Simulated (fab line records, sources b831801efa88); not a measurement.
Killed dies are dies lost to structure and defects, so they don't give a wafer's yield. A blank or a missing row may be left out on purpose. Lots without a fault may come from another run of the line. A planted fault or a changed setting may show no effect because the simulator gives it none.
fab line records | flow gf180mcu
record lots=5 wafers=15 last_day=34
route steps=602 shown M5@536 V5@540 TOP_METAL@567
lots that met no fault: from a run of the same line without faults
start_h: hours from the record's first day to the start of the lot's first wafer shown | wait_h: hours since the lot's step before | " the same as in the row above | L1.1+2: a row that stands for several wafers | - no value, or no start given | * or withheld: withheld | < > ~ a bound
route shown NAME@n: a module of which the file shows steps, and the number in the route of the first | usual: mean/standard deviation of fault-free wafers | same: alike in all rows | chamber/n: place in a boat | sites: the reading at each site | _std_site: their standard deviation | _edge_site: outer sites' mean less inner sites' | radius_mm: how far each site lies from the wafer's centre | mask NAME#n: copy n | behind: the tool/chamber that last shaped the wafer | hold: why the lot was held/for how many hours/how that ended | device: the transistor (n, p or np) that didn't switch | end of line: the same wafers' tests at the end of the route | a step without rows: its recipe alone | killed: dies lost to structure and defects at the first sort, not the wafer's yield | map: a wafer's dies, x killed, . not, _ none there
set.NAME: the setting as run; set.NAME@STEP: as run at that earlier step | model.NAME: the simulator's own value behind a step, which no gauge read
lots at some steps of the route; a table a step, a row a wafer
services: from which hour (start_h, from the record's first day; less than 0 if before it) a tool's chamber was out of use, for how many hours, and why
## steps
# step GF_M5_METAL_ETCH_10
# recipe chemistry=Cl2/BCl3 mask_material=KrF target_depth_nm=750.8 stop_on=SiO2 pressure_mtorr=8 icp_w=800 bias_w=140 Cl2_flow_sccm=80 bcl3_flow_sccm=40 time_s=125.1
# usual drypump_motor_current_A=5.87/0.18 oes_product_au=0.988/0.0064 throttle_valve_pct=28.231/0.01
# columns lot.wafer tool chamber start_h wait_h drypump_motor_current_A oes_product_au rf_hours_counter_h throttle_valve_pct
L074.1 rie_metal-03 1 606.32 0.0 5.63 0.984 11 28.211
L074.3 " 1 " " 5.61 0.989 - 28.240
L074.5 " 1 " " 5.63 0.996 - 28.218
L078.1 rie_metal-01 1 647.04 0.0 5.72 0.983 2 28.235
L078.4 " 0 " " 6.19 0.990 - 28.232
L078.6 " 0 " " 6.23 0.988 - 28.242
L082.3 rie_metal-02 0 679.56 0.1 5.87 0.982 - 28.216
L082.5 " 1 " " 5.92 0.978 - 28.231
L082.6 " 0 " " 5.91 0.994 - 28.211
L086.3 rie_metal-02 0 715.40 0.1 5.90 0.973 - 28.231
L086.5 " 0 " " 5.91 0.987 - 28.229
L086.6 " 1 " " 5.92 0.990 - 28.217
L095.1 rie_metal-02 1 756.66 0.0 5.92 0.982 6 28.237
L095.4 " 1 " " 5.91 0.991 - 28.243
L095.5 " 1 " " 5.92 0.977 - 28.236
# step GF_M5_STRIP_11
# recipe chemistry=O2/N2 power_w=1400 pressure_mtorr=1500 platen_temp_c=250 o2_flow_sccm=3000 n2_flow_sccm=300 overash_fraction=0.5
# usual drypump_motor_current_A=5.6/0.4 heater_power_w=327/39 n2_flow_sccm=300.1/0.86 oes_product_au=0.524/0.0046 strip_time_to_endpoint_s=7.06/0.062
# columns lot.wafer tool chamber start_h wait_h drypump_motor_current_A heater_power_w n2_flow_sccm oes_product_au rf_hours_counter_h strip_time_to_endpoint_s
L074.1 plasma_asher-04 1 606.49 0.1 5.8 271 298.8 0.530 18 7.03
L074.3 " 0 " " 5.3 318 299.7 0.522 - 7.01
L074.5 " 0 " " 5.3 312 299.8 0.522 - 6.99
L078.1 plasma_asher-02 1 647.17 0.1 6.2 385 300.2 0.526 53 7.08
L078.4 " 1 " " 6.2 390 299.6 0.519 - 7.08
L078.6 " 1 " " 6.2 380 300.0 0.523 - 7.09
L082.3 plasma_asher-02 1 679.68 0.1 6.2 384 299.8 0.525 - 7.04
L082.5 " 0 " " 6.1 330 300.0 0.525 - 7.02
L082.6 " 1 " " 6.2 390 301.2 0.520 - 7.05
L086.3 plasma_asher-03 1 715.52 0.1 5.6 361 300.3 0.521 - 7.09
L086.5 " 1 " " 5.6 361 300.5 0.524 - 7.10
L086.6 " 0 " " 5.0 306 301.1 0.522 - 7.04
L095.1 plasma_asher-02 0 756.79 0.1 6.1 335 300.1 0.517 64 7.11
L095.4 " 0 " " 6.1 333 299.7 0.516 - 7.15
L095.5 " 1 " " 6.2 396 300.7 0.524 - 7.14
# step GF_M5_STRIP_12
# recipe chemistry=post_etch_residue_remover time_s=1200 temp_c=72.5
# usual bath_heat_duty_pct=14.3/1.3
# columns lot.wafer tool chamber start_h wait_h bath_heat_duty_pct
L074.1 wet_bench-04 3 606.59 0.1 13.8
L074.3 " 3 " " 13.6
L074.5 " 3 " " 12.9
L078.1 wet_bench-02 3 647.27 0.1 13.8
L078.4 " 3 " " 13.2
L078.6 " 3 " " 13.0
L082.3 wet_bench-02 0 679.75 0.0 13.0
L082.5 " 0 " " 11.3
L082.6 " 0 " " 13.3
L086.3 wet_bench-02 0 715.58 0.0 14.1
L086.5 " 0 " " 14.3
L086.6 " 0 " " 14.2
L095.1 wet_bench-04 0 756.89 0.1 16.1
L095.4 " 0 " " 16.8
L095.5 " 0 " " 15.0
# step GF_M5_CLEAN_13
# recipe chemistry=DIW dry=n2_spin
# columns lot.wafer tool chamber start_h wait_h
L074.1+3+5 wet_bench-03 2 606.97 0.0
L078.1+4+6 wet_bench-04 3 647.64 0.0
L082.3+5+6 wet_bench-04 1 680.09 0.0
L086.3+5+6 wet_bench-03 1 715.95 0.0
L095.1+4+5 wet_bench-04 3 757.27 0.0
# step GF_V5_CVD_00
# recipe material=SiO2 target_thk_nm=300 sigma_open_frac=0.3 temp_c=400 time_s=50 sih4_flow_sccm=60 pressure_mtorr=6
# columns lot.wafer tool chamber start_h wait_h
L074.1+3+5 hdpcvd-01 0,1,1 607.06 0.0
L078.1+4+6 hdpcvd-02 1,2,0 647.74 0.0
L082.3+5+6 hdpcvd-01 0,1,0 680.18 0.0
L086.3+5+6 hdpcvd-02 2,1,0 716.05 0.0
L095.1+4+5 hdpcvd-01 2,1,2 757.37 0.0
# step GF_V5_THK_MEAS_01
# recipe reads=SiO2_of_V5_CVD_00
# usual V5_CVD_00_THK=300/4.2
# columns lot.wafer tool chamber start_h wait_h V5_CVD_00_THK[nm]
L074.1 film_metro-03 - 607.10 0.0 298
L074.3 " - " " 302
L074.5 " - " " 300
L078.1 film_metro-04 - 647.78 0.0 303
L078.4 " - " " 302
L078.6 " - " " 303
L082.3 film_metro-01 - 680.24 0.0 297
L082.5 " - " " 300
L082.6 " - " " 295
L086.3 film_metro-01 - 716.11 0.0 299
L086.5 " - " " 301
L086.6 " - " " 304
L095.1 film_metro-01 - 757.41 0.0 301
L095.4 " - " " 302
L095.5 " - " " 300
# step GF_V5_CVD_02
# recipe material=SiO2 target_thk_nm=1450 precursor=TEOS temp_c=400 time_s=163.28 rf_w=600
# usual heater_power_w=656/100
# columns lot.wafer tool chamber start_h wait_h heater_power_w
L074.1 pecvd-02 2 607.16 0.1 735
L074.3 " 1 " " 698
L074.5 " 2 " " 601
L078.1 pecvd-02 1 647.84 0.1 721
L078.4 " 0 " " 494
L078.6 " 2 " " 604
L082.3 pecvd-01 0 680.28 0.0 598
L082.5 " 0 " " 662
L082.6 " 1 " " 559
L086.3 pecvd-02 1 716.15 0.0 874
L086.5 " 2 " " 752
L086.6 " 1 " " 690
L095.1 pecvd-01 2 757.47 0.1 636
L095.4 " 0 " " 700
L095.5 " 2 " " 515
# step GF_V5_THK_MEAS_03
# recipe reads=SiO2_of_V5_CVD_02
# usual V5_CVD_02_THK=1447/19
# columns lot.wafer tool chamber start_h wait_h V5_CVD_02_THK[nm]
L074.1 film_metro-01 - 607.27 0.1 1436
L074.3 " - " " 1455
L074.5 " - " " 1469
L078.1 film_metro-04 - 647.95 0.1 1436
L078.4 " - " " 1430
L078.6 " - " " 1468
L082.3 film_metro-04 - 680.41 0.1 1450
L082.5 " - " " 1461
L082.6 " - " " 1447
L086.3 film_metro-04 - 716.28 0.1 1456
L086.5 " - " " 1454
L086.6 " - " " 1467
L095.1 film_metro-03 - 757.58 0.1 1429
L095.4 " - " " 1456
L095.5 " - " " 1461
# step GF_V5_CMP_04
# recipe material=SiO2 down_force_psi=4 platen_rpm=60 pad_velocity_m_s=0.94248
# usual motor_current_A=12.1/1
# columns lot.wafer tool chamber start_h wait_h motor_current_A
L074.3 cmp-02 2 607.33 0.0 12.3
L074.1 " 3 " " 12.8
L074.5 " 3 " " 12.5
L078.4 cmp-01 0 648.06 0.1 12.1
L078.1 " 2 " " 12.5
L078.6 " 0 " " 12.6
L082.3 cmp-01 2 680.45 0.0 12.0
L082.5 " 2 " " 12.0
L082.6 " 3 " " 12.6
L086.3 cmp-01 3 716.47 0.2 12.7
L086.5 " 0 " " 12.3
L086.6 " 1 " " 10.0
L095.1 cmp-01 2 757.74 0.1 12.2
L095.4 " 3 " " 13.0
L095.5 " 0 " " 12.9
# step GF_V5_BOW_MEAS_05
# recipe mode=bow
# usual V5_BOW=136/8
# columns lot.wafer tool chamber start_h wait_h V5_BOW[um]
L074.1 film_metro-01 - 607.63 0.2 130
L074.3 " - " " 133
L074.5 " - " " 126
L078.1 film_metro-04 - 648.31 0.1 131
L078.4 " - " " 127
L078.6 " - " " 143
L082.3 film_metro-01 - 680.79 0.3 140
L082.5 " - " " 145
L082.6 " - " " 141
L086.3 film_metro-03 - 716.66 0.1 139
L086.5 " - " " 149
L086.6 " - " " 145
L095.1 film_metro-04 - 757.94 0.1 135
L095.4 " - " " 128
L095.5 " - " " 131
# step GF_V5_DEHYDRATE_06
# recipe temp_c=200 time_s=60
# usual exhaust_pa=44.9/0.88 plate_temp_C=200.00/0.15
# columns lot.wafer tool chamber start_h wait_h exhaust_pa plate_temp_C
L074.1 litho_track-02 0 617.07 9.4 44.2 200.15
L074.3 " 0 " " 43.8 200.23
L074.5 " 0 " " 45.0 199.94
L078.1 litho_track-02 0 657.72 9.4 44.4 199.84
L078.4 " 0 " " 45.6 199.75
L078.6 " 0 " " 45.1 199.68
L082.3 litho_track-03 0 689.64 8.8 43.8 199.91
L082.5 " 0 " " 44.5 199.95
L082.6 " 0 " " 44.0 199.89
L086.3 litho_track-03 0 724.54 7.9 43.7 200.08
L086.5 " 0 " " 44.8 200.19
L086.6 " 0 " " 45.5 200.18
L095.1 litho_track-01 0 765.75 7.8 44.7 199.75
L095.4 " 0 " " 45.3 199.76
L095.5 " 0 " " 45.7 199.90
# step GF_V5_HMDS_07
# recipe prime_time_s=60 prime_temp_c=120
# usual exhaust_pa=45.3/0.94
# columns lot.wafer tool chamber start_h wait_h exhaust_pa
L074.1 litho_track-02 0 617.22 0.1 45.2
L074.3 " 0 " " 43.1
L074.5 " 0 " " 45.5
L078.1 litho_track-02 0 657.87 0.1 44.7
L078.4 " 0 " " 44.4
L078.6 " 0 " " 45.9
L082.3 litho_track-03 0 689.79 0.1 44.9
L082.5 " 0 " " 45.9
L082.6 " 0 " " 44.6
L086.3 litho_track-03 0 724.69 0.1 44.7
L086.5 " 0 " " 46.2
L086.6 " 0 " " 45.1
L095.1 litho_track-01 0 765.90 0.1 45.6
L095.4 " 0 " " 45.5
L095.5 " 0 " " 46.7
# step GF_V5_COAT_08
# recipe resist=BARC temp_c=withheld time_s=withheld spin_rpm=withheld resist_thk_nm=withheld
# usual dispense_pressure_kPa=50.3/1.1 exhaust_pa=45.0/0.87
# columns lot.wafer tool chamber start_h wait_h dispense_pressure_kPa exhaust_pa
L074.1 litho_track-02 0 617.37 0.1 52.1 47.0
L074.3 " 0 " " 52.1 44.9
L074.5 " 0 " " 52.1 44.6
L078.1 litho_track-02 0 658.02 0.1 52.1 46.2
L078.4 " 0 " " 52.1 44.5
L078.6 " 0 " " 52.1 45.8
L082.3 litho_track-03 0 689.94 0.1 49.4 44.2
L082.5 " 0 " " 49.4 43.9
L082.6 " 0 " " 49.5 43.9
L086.3 litho_track-03 0 724.84 0.1 49.5 44.5
L086.5 " 0 " " 49.5 43.6
L086.6 " 0 " " 49.5 43.9
L095.1 litho_track-01 0 766.05 0.1 49.8 44.3
L095.4 " 0 " " 49.7 44.5
L095.5 " 0 " " 49.7 44.9
# step GF_V5_COAT_09
# recipe resist=KrF spin_rpm=withheld resist_thk_nm=1000
# usual dispense_pressure_kPa=50.3/1.1 exhaust_pa=45.1/0.84
# columns lot.wafer tool chamber start_h wait_h dispense_pressure_kPa exhaust_pa
L074.1 litho_track-02 0 - - 52.1 45.9
L074.3 " 0 " " 52.1 44.1
L074.5 " 0 " " 52.1 44.5
L078.1 litho_track-02 0 - - 52.1 46.0
L078.4 " 0 " " 52.1 45.3
L078.6 " 0 " " 52.1 46.3
L082.3 litho_track-03 0 - - 49.4 46.0
L082.5 " 0 " " 49.5 45.9
L082.6 " 0 " " 49.4 45.6
L086.3 litho_track-03 0 - - 49.5 46.2
L086.5 " 0 " " 49.5 46.0
L086.6 " 0 " " 49.5 45.4
L095.1 litho_track-01 0 - - 49.7 43.7
L095.4 " 0 " " 49.7 46.1
L095.5 " 0 " " 49.8 44.1
# step GF_V5_SOFTBAKE_10
# recipe temp_c=130 time_s=60 resist=KrF
# usual exhaust_pa=45.1/0.85 plate_temp_C=130.03/0.14
# columns lot.wafer tool chamber start_h wait_h exhaust_pa plate_temp_C
L074.1 litho_track-02 0 - - 43.7 130.15
L074.3 " 0 " " 44.3 130.04
L074.5 " 0 " " 44.5 129.95
L078.1 litho_track-02 0 - - 45.2 130.07
L078.4 " 0 " " 43.2 130.02
L078.6 " 0 " " 43.9 130.13
L082.3 litho_track-03 0 - - 44.6 130.06
L082.5 " 0 " " 44.9 130.00
L082.6 " 0 " " 45.4 129.97
L086.3 litho_track-03 0 - - 43.1 129.67
L086.5 " 0 " " 43.9 129.93
L086.6 " 0 " " 45.5 129.83
L095.1 litho_track-01 0 - - 44.2 130.07
L095.4 " 0 " " 45.6 130.14
L095.5 " 0 " " 44.9 130.19
# step GF_V5_EXPOSE_11
# recipe mask_id=Via5 target_cd_nm=260 na=0.68 source_shape=conventional sigma_outer=0.6 dose_mj=38
# columns lot.wafer tool chamber start_h wait_h mask
L074.1+3+5 krf_scanner-02 0 - - Via5#0
L078.1+4+6 krf_scanner-02 0 - - Via5#0
L082.3+5+6 krf_scanner-02 0 - - Via5#0
L086.3+5+6 krf_scanner-01 0 - - Via5#0
L095.1+4+5 krf_scanner-02 0 - - Via5#0
# step GF_V5_PEB_12
# recipe peb_temp_c=135 peb_time_s=90 resist=KrF
# usual exhaust_pa=45.1/0.78 plate_temp_C=135.04/0.13
# columns lot.wafer tool chamber start_h wait_h exhaust_pa plate_temp_C
L074.1 litho_track-01 0 - - 45.5 135.17
L074.3 " 0 " " 45.2 135.11
L074.5 " 0 " " 44.8 135.06
L078.1 litho_track-02 0 - - 45.5 135.09
L078.4 " 0 " " 45.3 135.03
L078.6 " 0 " " 45.4 134.90
L082.3 litho_track-01 0 - - 44.4 134.90
L082.5 " 0 " " 44.4 135.00
L082.6 " 0 " " 45.2 135.06
L086.3 litho_track-01 0 - - 44.6 134.98
L086.5 " 0 " " 45.2 134.95
L086.6 " 0 " " 45.0 134.90
L095.1 litho_track-02 0 - - 44.6 134.82
L095.4 " 0 " " 45.6 134.91
L095.5 " 0 " " 45.9 134.91
# step GF_V5_DEVELOP_13
# recipe develop_time_s=60 resist=KrF dev_temp_c=21
# usual exhaust_pa=45.1/0.74
# columns lot.wafer tool chamber start_h wait_h exhaust_pa
L074.1 litho_track-01 0 627.75 0.2 45.1
L074.3 " 0 " " 44.9
L074.5 " 0 " " 43.8
L078.1 litho_track-02 0 667.42 0.2 45.8
L078.4 " 0 " " 44.9
L078.6 " 0 " " 45.0
L082.3 litho_track-01 0 699.30 0.1 44.7
L082.5 " 0 " " 45.4
L082.6 " 0 " " 45.1
L086.3 litho_track-01 0 734.10 0.1 45.3
L086.5 " 0 " " 44.9
L086.6 " 0 " " 45.1
L095.1 litho_track-02 0 774.22 0.2 46.0
L095.4 " 0 " " 45.4
L095.5 " 0 " " 45.4
# step GF_V5_CD_MEAS_14
# recipe target_cd_nm=260
# usual cd_nm=260.0/1.3
# columns lot.wafer tool chamber start_h wait_h cd_nm
L074.1 cd_sem-02 - 627.90 0.1 260.2
L074.3 " - " " 259.1
L074.5 " - " " 260.9
L078.1 cd_sem-02 - 667.57 0.1 261.0
L078.4 " - " " 260.2
L078.6 " - " " 259.8
L082.3 cd_sem-01 - 699.44 0.1 260.4
L082.5 " - " " 260.2
L082.6 " - " " 261.7
L086.3 cd_sem-01 - 734.24 0.1 260.0
L086.5 " - " " 260.0
L086.6 " - " " 258.6
L095.1 cd_sem-01 - 774.37 0.1 260.1
L095.4 " - " " 259.9
L095.5 " - " " 259.8
# step GF_V5_OVL_MEAS_15
# usual V5_OVL=0/5.8
# columns lot.wafer tool chamber start_h wait_h V5_OVL[nm]
L074.1 overlay-01 - 628.02 0.1 -8
L074.3 " - " " -8
L074.5 " - " " -8
L078.1 overlay-02 - 667.69 0.1 -2
L078.4 " - " " -9
L078.6 " - " " -2
L082.3 overlay-02 - 699.54 0.1 5
L082.5 " - " " 10
L082.6 " - " " 6
L086.3 overlay-02 - 734.33 0.1 1
L086.5 " - " " 1
L086.6 " - " " -6
L095.1 overlay-02 - 774.49 0.1 1
L095.4 " - " " 1
L095.5 " - " " 1
# step GF_V5_ETCH_16
# recipe chemistry=N2/H2 target_depth_a=withheld overetch_a=withheld time_s=withheld target=BARC ion_energy_ev=200 source_w=500 bias_w=100 pressure_mtorr=30 n2_flow_sccm=100 h2_flow_sccm=200
# usual drypump_motor_current_A=5.8/0.52 n2_flow_sccm=100.00/0.28 oes_product_au=0.855/0.0048 throttle_valve_pct=13.226/0.0096
# columns lot.wafer tool chamber start_h wait_h drypump_motor_current_A n2_flow_sccm oes_product_au throttle_valve_pct
L074.1 rie_diel-03 1 628.06 0.0 5.1 99.96 0.853 13.211
L074.3 " 0 " " 6.2 99.90 0.853 13.237
L074.5 " 3 " " 6.4 99.76 0.856 13.225
L078.1 rie_diel-04 2 667.73 0.0 6.1 99.91 0.848 13.225
L078.4 " 2 " " 6.1 100.38 0.846 13.235
L078.6 " 3 " " 5.4 100.48 0.857 13.222
L082.3 rie_diel-04 2 699.56 0.0 6.1 100.10 0.850 13.210
L082.5 " 1 " " 4.8 100.36 0.857 13.223
L082.6 " 3 " " 5.4 100.01 0.850 13.229
L086.3 rie_diel-01 3 734.36 0.0 6.4 99.96 0.852 13.222
L086.5 " 3 " " 6.4 99.73 0.850 13.246
L086.6 " 0 " " 6.2 99.98 0.855 13.227
L095.1 rie_diel-04 3 774.53 0.0 5.4 100.68 0.856 13.231
L095.4 " 2 " " 6.1 99.87 0.856 13.203
L095.5 " 2 " " 6.1 100.03 0.864 13.239
# step GF_V5_ETCH_17
# recipe chemistry=C4F8/O2/Ar mask_material=KrF target=SiO2 stop_on=TiN source_w=1500 bias_w=1200 pressure_mtorr=40 c4f8_flow_sccm=withheld O2_flow_sccm=6 Ar_flow_sccm=300 time_s=withheld target_depth_a=8550
# usual oes_product_au=0.859/0.0041
# columns lot.wafer tool chamber start_h wait_h oes_product_au
L074.1 rie_diel-03 1 - - 0.857
L074.3 " 0 " " 0.861
L074.5 " 3 " " 0.852
L078.1 rie_diel-04 2 - - 0.853
L078.4 " 2 " " 0.861
L078.6 " 3 " " 0.862
L082.3 rie_diel-04 2 - - 0.859
L082.5 " 1 " " 0.857
L082.6 " 3 " " 0.856
L086.3 rie_diel-01 3 - - 0.855
L086.5 " 3 " " 0.864
L086.6 " 0 " " 0.861
L095.1 rie_diel-04 3 - - 0.858
L095.4 " 2 " " 0.858
L095.5 " 2 " " 0.866
# step GF_V5_STRIP_18
# recipe chemistry=O2/N2 power_w=1400 pressure_mtorr=1500 platen_temp_c=250 o2_flow_sccm=3000 n2_flow_sccm=300 overash_fraction=0.5
# usual drypump_motor_current_A=5.7/0.36 heater_power_w=318/41 n2_flow_sccm=299.8/0.96 oes_product_au=0.569/0.0047
# columns lot.wafer tool chamber start_h wait_h drypump_motor_current_A heater_power_w n2_flow_sccm oes_product_au rf_hours_counter_h
L074.1 plasma_asher-04 0 628.21 - 5.3 312 300.7 0.566 20
L074.3 " 0 " " 5.3 316 301.1 0.569 -
L074.5 " 0 " " 5.3 310 299.6 0.569 -
L078.1 plasma_asher-01 1 667.88 - 5.3 313 300.7 0.570 109
L078.4 " 0 " " 5.5 268 297.5 0.564 -
L078.6 " 0 " " 5.5 274 300.4 0.569 -
L082.3 plasma_asher-02 1 699.75 - 6.2 379 300.1 0.561 -
L082.5 " 1 " " 6.2 388 299.4 0.571 -
L082.6 " 0 " " 6.1 330 297.6 0.570 -
L086.3 plasma_asher-02 0 734.54 - 6.1 325 299.9 0.564 -
L086.5 " 0 " " 6.1 333 300.8 0.567 -
L086.6 " 1 " " 6.2 383 300.6 0.569 -
L095.1 plasma_asher-02 1 774.68 - 6.2 397 299.3 0.575 66
L095.4 " 1 " " 6.2 382 298.6 0.571 -
L095.5 " 1 " " 6.2 390 298.8 0.565 -
# step GF_V5_STRIP_19
# recipe chemistry=post_etch_residue_remover time_s=1200 temp_c=72.5
# usual bath_heat_duty_pct=14.7/1.4
# columns lot.wafer tool chamber start_h wait_h bath_heat_duty_pct
L074.1 wet_bench-01 2 628.31 0.1 15.1
L074.3 " 2 " " 14.9
L074.5 " 2 " " 15.5
L078.1 wet_bench-02 0 667.98 0.1 14.0
L078.4 " 0 " " 14.2
L078.6 " 0 " " 14.3
L082.3 wet_bench-02 1 699.81 0.0 16.6
L082.5 " 1 " " 17.3
L082.6 " 1 " " 15.5
L086.3 wet_bench-02 1 734.61 0.0 16.7
L086.5 " 1 " " 16.1
L086.6 " 1 " " 17.0
L095.1 wet_bench-02 1 774.78 0.1 16.6
L095.4 " 1 " " 16.4
L095.5 " 1 " " 16.2
# step GF_V5_CLEAN_20
# recipe chemistry=DIW dry=n2_spin
# columns lot.wafer tool chamber start_h wait_h
L074.1+3+5 wet_bench-03 3 628.65 0.0
L078.1+4+6 wet_bench-01 1 668.32 0.0
L082.3+5+6 wet_bench-01 3 700.15 0.0
L086.3+5+6 wet_bench-03 1 734.95 0.0
L095.1+4+5 wet_bench-03 1 775.12 0.0
# step GF_V5_SPUTTER_21
# recipe material=Ti target_thk_nm=15 chamber_pressure_pa=5 power_w=2500 substrate_temp_c=200 time_s=80.02
# usual substrate_temp_c=200.00/0.17 throttle_valve_pct=29.7/0.76
# columns lot.wafer tool chamber start_h wait_h substrate_temp_c throttle_valve_pct
L074.1 pvd_sputter-01 - 628.75 0.0 199.92 30.3
L074.3 " - " " 199.83 29.0
L074.5 " - " " 200.02 30.5
L078.1 pvd_sputter-03 - 668.42 0.0 200.09 31.0
L078.4 " - " " 200.13 30.2
L078.6 " - " " 200.05 30.1
L082.3 pvd_sputter-03 - 700.25 0.0 200.20 28.7
L082.5 " - " " 200.15 28.6
L082.6 " - " " 199.84 30.4
L086.3 pvd_sputter-04 - 735.14 0.0 200.05 29.7
L086.5 " - " " 200.08 29.5
L086.6 " - " " 199.89 29.6
L095.1 pvd_sputter-04 - 775.21 0.0 200.10 29.3
L095.4 " - " " 200.00 28.9
L095.5 " - " " 200.05 29.5
# step GF_V5_SPUTTER_22
# recipe material=TiN target_thk_nm=10 chamber_pressure_pa=5 power_w=4000 time_s=40
# usual throttle_valve_pct=29.7/0.76
# columns lot.wafer tool chamber start_h wait_h throttle_valve_pct
L074.1 pvd_sputter-01 - 628.81 0.0 30.7
L074.3 " - " " 28.8
L074.5 " - " " 30.4
L078.1 pvd_sputter-03 - 668.48 0.0 31.1
L078.4 " - " " 30.3
L078.6 " - " " 30.0
L082.3 pvd_sputter-03 - 700.31 0.0 28.8
L082.5 " - " " 28.7
L082.6 " - " " 30.3
L086.3 pvd_sputter-04 - 735.20 0.0 29.5
L086.5 " - " " 29.3
L086.6 " - " " 29.5
L095.1 pvd_sputter-04 - 775.28 0.0 29.3
L095.4 " - " " 28.8
L095.5 " - " " 29.4
# step GF_V5_CVD_23
# recipe material=W target_thk_nm=350 time_s=104.9 temp_c=400 pressure_torr=40
# usual heater_power_w=851/60
# columns lot.wafer tool chamber start_h wait_h heater_power_w
L074.1 cvd_w-01 0 628.85 0.0 930
L074.3 " 1 " " 761
L074.5 " 1 " " 755
L078.1 cvd_w-02 1 668.52 0.0 831
L078.4 " 1 " " 830
L078.6 " 0 " " 863
L082.3 cvd_w-02 1 700.39 0.1 834
L082.5 " 1 " " 856
L082.6 " 0 " " 852
L086.3 cvd_w-01 1 735.27 0.1 740
L086.5 " 1 " " 779
L086.6 " 0 " " 909
L095.1 cvd_w-01 0 775.31 0.0 940
L095.4 " 0 " " 933
L095.5 " 0 " " 916
# step GF_V5_RS_MEAS_24
# recipe thk_meas_gauge=four-point-probe reads=W_of_V5_CVD_23+TiN_of_V5_SPUTTER_22+Ti_of_V5_SPUTTER_21
# usual V5_W_RS=0.327/0.0033
# columns lot.wafer tool chamber start_h wait_h V5_W_RS[ohm/sq]
L074.1 film_metro-04 - 628.96 0.1 0.337
L074.3 " - " " 0.333
L074.5 " - " " 0.333
L078.1 film_metro-03 - 668.63 0.1 0.319
L078.4 " - " " 0.327
L078.6 " - " " 0.323
L082.3 film_metro-01 - 700.51 0.1 0.330
L082.5 " - " " 0.331
L082.6 " - " " 0.326
L086.3 film_metro-01 - 735.39 0.1 0.327
L086.5 " - " " 0.330
L086.6 " - " " 0.328
L095.1 film_metro-03 - 775.54 0.2 0.324
L095.4 " - " " 0.325
L095.5 " - " " 0.326
# step GF_V5_THK_MEAS_25
# recipe thk_meas_gauge=xrf reads=W_of_V5_CVD_23
# usual V5_W_THK=344/3.6
# columns lot.wafer tool chamber start_h wait_h V5_W_THK[nm]
L074.1 film_metro-04 - 629.08 0.1 337
L074.3 " - " " 339
L074.5 " - " " 341
L078.1 film_metro-03 - 668.75 0.1 353
L078.4 " - " " 344
L078.6 " - " " 348
L082.3 film_metro-01 - 700.61 0.1 343
L082.5 " - " " 340
L082.6 " - " " 344
L086.3 film_metro-01 - 735.49 0.1 345
L086.5 " - " " 341
L086.6 " - " " 344
L095.1 film_metro-03 - 775.66 0.1 346
L095.4 " - " " 348
L095.5 " - " " 345
# step GF_V5_CMP_26
# recipe stop_on=SiO2 down_force_psi=3.5 platen_rpm=60 t_overpolish_s=15 target_thk_nm=0 pad_velocity_m_s=0.94248
# usual motor_current_A=11.2/0.97 overpolish_run_s=14.999/0.0094 time_to_endpoint_s=83/4.3
# columns lot.wafer tool chamber start_h wait_h motor_current_A overpolish_run_s time_to_endpoint_s
L074.3 cmp-01 1 629.24 0.1 9.8 14.999 82
L074.1 " 2 " " 10.8 14.997 75
L074.5 " 0 " " 11.1 14.985 76
L078.1 cmp-02 1 668.93 0.2 9.6 14.984 88
L078.4 " 3 " " 12.2 14.991 83
L078.6 " 1 " " 9.6 15.006 88
L082.3 cmp-01 0 700.70 0.1 11.4 15.001 81
L082.5 " 3 " " 11.6 15.000 81
L082.6 " 0 " " 11.3 15.001 82
L086.3 cmp-02 3 735.63 0.1 12.2 15.005 84
L086.5 " 1 " " 10.5 14.991 83
L086.6 " 2 " " 11.6 14.984 91
L095.1 cmp-02 0 775.82 0.1 12.8 15.007 91
L095.4 " 1 " " 10.1 14.998 85
L095.5 " 2 " " 10.9 15.004 95
# step GF_TOP_METAL_SPUTTER_00
# recipe material=Ti target_thk_nm=37.5 arriving_ion_energy_ev=80 substrate_temp_c=200 chamber_pressure_pa=2 power_w=4000 time_s=150
# usual substrate_temp_c=200.00/0.17 throttle_valve_pct=29.8/0.69
# columns lot.wafer tool chamber start_h wait_h substrate_temp_c throttle_valve_pct
L074.1 pvd_sputter-02 - 629.44 0.1 199.75 29.5
L074.3 " - " " 199.98 29.6
L074.5 " - " " 200.18 30.0
L078.1 pvd_sputter-02 - 669.18 0.2 200.06 30.0
L078.4 " - " " 199.88 29.3
L078.6 " - " " 200.34 29.4
L082.3 pvd_sputter-03 - 700.95 0.2 200.02 30.1
L082.5 " - " " 199.90 28.8
L082.6 " - " " 200.03 30.5
L086.3 pvd_sputter-04 - 735.83 0.1 199.78 29.6
L086.5 " - " " 200.06 29.2
L086.6 " - " " 199.60 29.7
L095.1 pvd_sputter-03 - 776.02 0.1 199.99 28.6
L095.4 " - " " 200.04 30.9
L095.5 " - " " 200.25 31.1
# step GF_TOP_METAL_SPUTTER_01
# recipe material=TiN target_thk_nm=30 power_w=6500 time_s=25 chamber_pressure_pa=0.4
# usual throttle_valve_pct=29.7/0.7
# columns lot.wafer tool chamber start_h wait_h throttle_valve_pct
L074.1 pvd_sputter-02 - 629.54 0.1 29.2
L074.3 " - " " 29.7
L074.5 " - " " 30.0
L078.1 pvd_sputter-02 - 669.28 0.1 30.0
L078.4 " - " " 29.6
L078.6 " - " " 29.4
L082.3 pvd_sputter-03 - 701.05 0.1 30.2
L082.5 " - " " 28.9
L082.6 " - " " 30.2
L086.3 pvd_sputter-04 - 735.93 0.1 29.4
L086.5 " - " " 29.3
L086.6 " - " " 29.7
L095.1 pvd_sputter-03 - 776.12 0.1 28.7
L095.4 " - " " 31.3
L095.5 " - " " 31.1
## services
# columns tool chamber start_h hours kind
krf_scanner-02 - 592.66 0.6 repair
cmp-02 - 594.17 1.5 repair
krf_scanner-02 - 599.61 1.0 pm
pvd_sputter-04 - 611.84 18.6 repair
pvd_sputter-03 - 617.83 21.7 repair
wet_bench-04 - 618.19 1.9 repair
krf_scanner-02 - 626.56 1.3 pm
rie_diel-04 - 632.26 2.8 pm
pvd_sputter-04 - 636.75 11.1 repair
pvd_sputter-02 - 647.12 3.4 repair
cmp-01 - 657.53 4.1 pm
krf_scanner-02 - 661.74 4.0 pm
rie_diel-04 1 663.27 32.2 repair
cmp-02 - 673.60 3.6 repair
cmp-02 - 679.03 2.1 repair
cmp-02 - 696.59 9.1 pm
cmp-01 - 709.27 1.3 repair
krf_scanner-02 - 709.93 18.9 repair
krf_scanner-02 - 728.80 0.8 pm
cmp-02 - 740.84 10.5 pm
cmp-02 - 751.32 4.0 pm
cmp-02 - 760.44 1.6 repair
krf_scanner-02 - 768.61 1.0 pm
cmp-02 - 771.54 0.5 repair
## key
fault none
